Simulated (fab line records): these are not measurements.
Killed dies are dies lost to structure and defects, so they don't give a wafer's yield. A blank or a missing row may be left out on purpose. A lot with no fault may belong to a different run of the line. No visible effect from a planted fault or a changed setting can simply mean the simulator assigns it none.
What tool caused it? -- flow gf180mcu -- 33 wafers from 11 lots sampled at 6 of the route's 602 steps

## WHAT EACH GAUGE READ, for each wafer
GF_VT_IMPLANT_OVL_MEAS_07.
lot,measured,on,VT_IMPLANT_OVL (nm)
L715,day 8 05:02,overlay-01,2.5 1.9 2.3
L716,day 8 11:07,overlay-01,1.6 1.0 0.0
L717,day 8 16:41,overlay-01,1.8 2.5 2.0
L718,day 8 23:19,overlay-02,-0.1 -1.3 -0.4
L719,day 9 05:41,overlay-02,0.7 1.7 1.4
L722,day 10 02:44,overlay-01,4.3 3.3 2.1
L723,day 10 05:52,overlay-01,2.1 0.6 0.9
L724,day 10 12:16,overlay-02,3.5 2.3 2.3
L726,day 11 13:10,overlay-01,0.4 1.0 -1.0
L727,day 11 13:57,overlay-02,0.1 0.2 -0.1
L728,day 11 17:24,overlay-01,-0.2 1.1 0.3

GF_VT_IMPLANT_TW_MEAS_21.
lot,measured,on,VT_IMPLANT_2_TW
L715,day 8 22:39,film-metro-01,1213 1218 1213
L716,day 9 04:10,film-metro-01,30 30 30
L717,day 9 10:11,film-metro-04,30 30 30
L718,day 9 17:22,film-metro-04,30 30 30
L719,day 10 00:02,film-metro-04,1244 1238 1241
L722,day 10 20:53,film-metro-04,1232 1236 1233
L723,day 11 00:16,film-metro-04,1224 1229 1236
L724,day 11 06:46,film-metro-04,1224 1232 1230
L726,day 12 09:01,film-metro-02,1207 1193 1197
L727,day 12 09:37,film-metro-01,1223 1224 1226
L728,day 12 12:47,film-metro-04,1232 1228 1222

GF_NSD_OVL_MEAS_08.
lot,measured,on,NSD_OVL (nm)
L715,day 17 01:30,overlay-02,-1.1 -0.9 -1.5
L719,day 18 07:29,overlay-01,1.0 2.3 1.8
L722,day 19 10:44,overlay-02,-0.9 -1.1 -2.5
L723,day 19 13:13,overlay-01,0.5 0.4 -0.7
L724,day 19 16:57,overlay-02,-1.1 -0.4 -1.8
L726,day 21 06:41,overlay-02,-2.2 -1.6 -1.7
L727,day 21 10:17,overlay-02,-1.3 -1.4 -1.6
L728,day 21 12:47,overlay-01,-1.5 -1.1 -1.7

## EACH LOT AND THE TOOL THAT RAN IT (in order: tool; ch and the chambers of the sampled wafers; start)
lot,GF_VT_IMPLANT_STRIP_09,GF_VT_IMPLANT_STRIP_20,GF_HV_LDD_ETCHBACK_58
L715,"plasma-asher-01 ch 0,1, day 8 05:13","plasma-asher-01 ch 0,1, day 8 22:32","rie-diel-01 ch 0,1, day 16 02:40"
L716,"plasma-asher-04 ch 0, day 8 11:18","plasma-asher-02 ch 0,1, day 9 04:03",-
L717,"plasma-asher-04 ch 0,1, day 8 16:52","plasma-asher-04 ch 0,1, day 9 10:05",-
L718,"plasma-asher-01 ch 0,1, day 8 23:29","plasma-asher-04 ch 1, day 9 17:15",-
L719,"plasma-asher-01 ch 0,1, day 9 05:53","plasma-asher-04 ch 0,1, day 9 23:56","rie-diel-02 ch 1,2,3, day 17 07:38"
L722,"plasma-asher-04 ch 0,1, day 10 02:56","plasma-asher-01 ch 0,1, day 10 20:47","rie-diel-02 ch 2,3, day 18 10:58"
L723,"plasma-asher-02 ch 0,1, day 10 06:03","plasma-asher-01 ch 0,1, day 11 00:10","rie-diel-02 ch 0,2,3, day 18 13:07"
L724,"plasma-asher-01 ch 0,1, day 10 12:27","plasma-asher-02 ch 0,1, day 11 06:39","rie-diel-01 ch 1,2, day 18 16:08"
L726,"plasma-asher-04 ch 0,1, day 11 13:21","plasma-asher-01 ch 0,1, day 12 08:55","rie-diel-04 ch 0,2,3, day 20 07:05"
L727,"plasma-asher-04 ch 0,1, day 11 14:08","plasma-asher-04 ch 0,1, day 12 09:31","rie-diel-01 ch 0,1,3, day 20 09:49"
L728,"plasma-asher-02 ch 0,1, day 11 17:35","plasma-asher-02 ch 0,1, day 12 12:41","rie-diel-02 ch 1,2,3, day 20 12:41"
- GF_VT_IMPLANT_STRIP_09: strips in O2/N2.
- GF_VT_IMPLANT_STRIP_20: strips in O2/N2.
- GF_HV_LDD_ETCHBACK_58: etches Si3N4 in CH3F/O2, stops on SiO2, time 100 s, target depth 90 nm.

## WHAT THE TOOLS THEMSELVES READ (means of the sampled wafers that have a number; where no wafer has one, the mark that the record gives instead)
GF_VT_IMPLANT_STRIP_09.
lot,tool,chamber-pressure-mTorr (mTorr),drypump-motor-current-A (A),heater-power-w (W),oes-product-au (a.u.),strip-time-to-endpoint-s (s)
L715,plasma-asher-01,1500.4,6.0,362,0.717,12.62
L716,plasma-asher-04,-,-,-,-,-
L717,plasma-asher-04,-,-,-,-,-
L718,plasma-asher-01,-,-,-,-,-
L719,plasma-asher-01,1499.6,6.0,364,0.720,12.62
L722,plasma-asher-04,1498.8,5.7,296,0.716,12.64
L723,plasma-asher-02,1500.7,5.9,331,0.719,12.66
L724,plasma-asher-01,1499.3,5.9,374,0.713,12.62
L726,plasma-asher-04,1498.9,6.0,306,0.716,12.61
L727,plasma-asher-04,1500.9,5.6,292,0.715,12.65
L728,plasma-asher-02,1501.6,5.9,328,0.719,12.57

GF_VT_IMPLANT_STRIP_20.
lot,tool,chamber-pressure-mTorr (mTorr),drypump-motor-current-A (A),heater-power-w (W),oes-product-au (a.u.),strip-time-to-endpoint-s (s)
L715,plasma-asher-01,1499.0,5.9,372,0.713,12.66
L716,plasma-asher-02,1500.7,6.0,334,0.717,27.65
L717,plasma-asher-04,1500.1,5.7,297,0.717,27.64
L718,plasma-asher-04,1500.3,5.2,286,0.722,27.58
L719,plasma-asher-04,1500.0,5.6,296,0.714,12.62
L722,plasma-asher-01,1499.4,5.9,375,0.717,12.57
L723,plasma-asher-01,1500.0,5.9,373,0.716,12.62
L724,plasma-asher-02,1499.8,6.0,340,0.719,12.60
L726,plasma-asher-01,1499.9,6.0,360,0.714,12.58
L727,plasma-asher-04,1499.8,6.0,298,0.720,12.62
L728,plasma-asher-02,1500.9,6.0,337,0.715,12.64

GF_HV_LDD_ETCHBACK_58.
lot,tool,drypump-motor-current-A (A),oes-product-au (a.u.),rf-fwd-power-W (W),throttle-valve-pct (%)
L715,rie-diel-01,6.6,0.838,399.7,10.562
L719,rie-diel-02,6.0,0.842,397.5,10.570
L722,rie-diel-02,6.2,0.840,399.4,10.558
L723,rie-diel-02,6.1,0.847,396.9,10.562
L724,rie-diel-01,6.3,0.845,397.7,10.554
L726,rie-diel-04,6.3,0.837,398.9,10.549
L727,rie-diel-01,6.2,0.844,399.1,10.554
L728,rie-diel-02,6.0,0.841,398.5,10.560

## THE ANSWER, worked out from the rows above alone
Rule: the lots themselves supply what counts as usual. Put in order of their means at a reading, lots are off if they are a third of the lots or fewer, leave a main group of 4 or more, and stand apart from it by a gap of 3 or more times the standard deviation of the main group's means; of several such gaps the widest counts. Not used: any main group whose means are identical at the precision the tables above print for the reading. A lot without any number at a reading at which 4 lots or more have one is off too. All remaining lots with rows at the step are treated as sound. Order of review: gauges by route order, followed by the tools' own readings, for which a lot's mean as printed above is used. At the first step where some lot is off, the reading lying furthest off is the one used; lots without a number count as furthest.
Off: L716, L717, L718, seen at GF_VT_IMPLANT_TW_MEAS_21 (VT_IMPLANT_2_TW). For the main group the mean is 1225 and the standard deviation 12.
A tool fits if, at a process step before that reading, it ran every lot that is off, and no sound lot after the first of them. The gauges at GF_VT_IMPLANT_TW_MEAS_21 aren't tried: what is off there is off at GF_VT_IMPLANT_STRIP_09 too, on other tools, and a gauge's error can't cause that. Not one of the candidates tried fits.

## WHAT HAD BEEN PUT IN BY THE SIMULATOR
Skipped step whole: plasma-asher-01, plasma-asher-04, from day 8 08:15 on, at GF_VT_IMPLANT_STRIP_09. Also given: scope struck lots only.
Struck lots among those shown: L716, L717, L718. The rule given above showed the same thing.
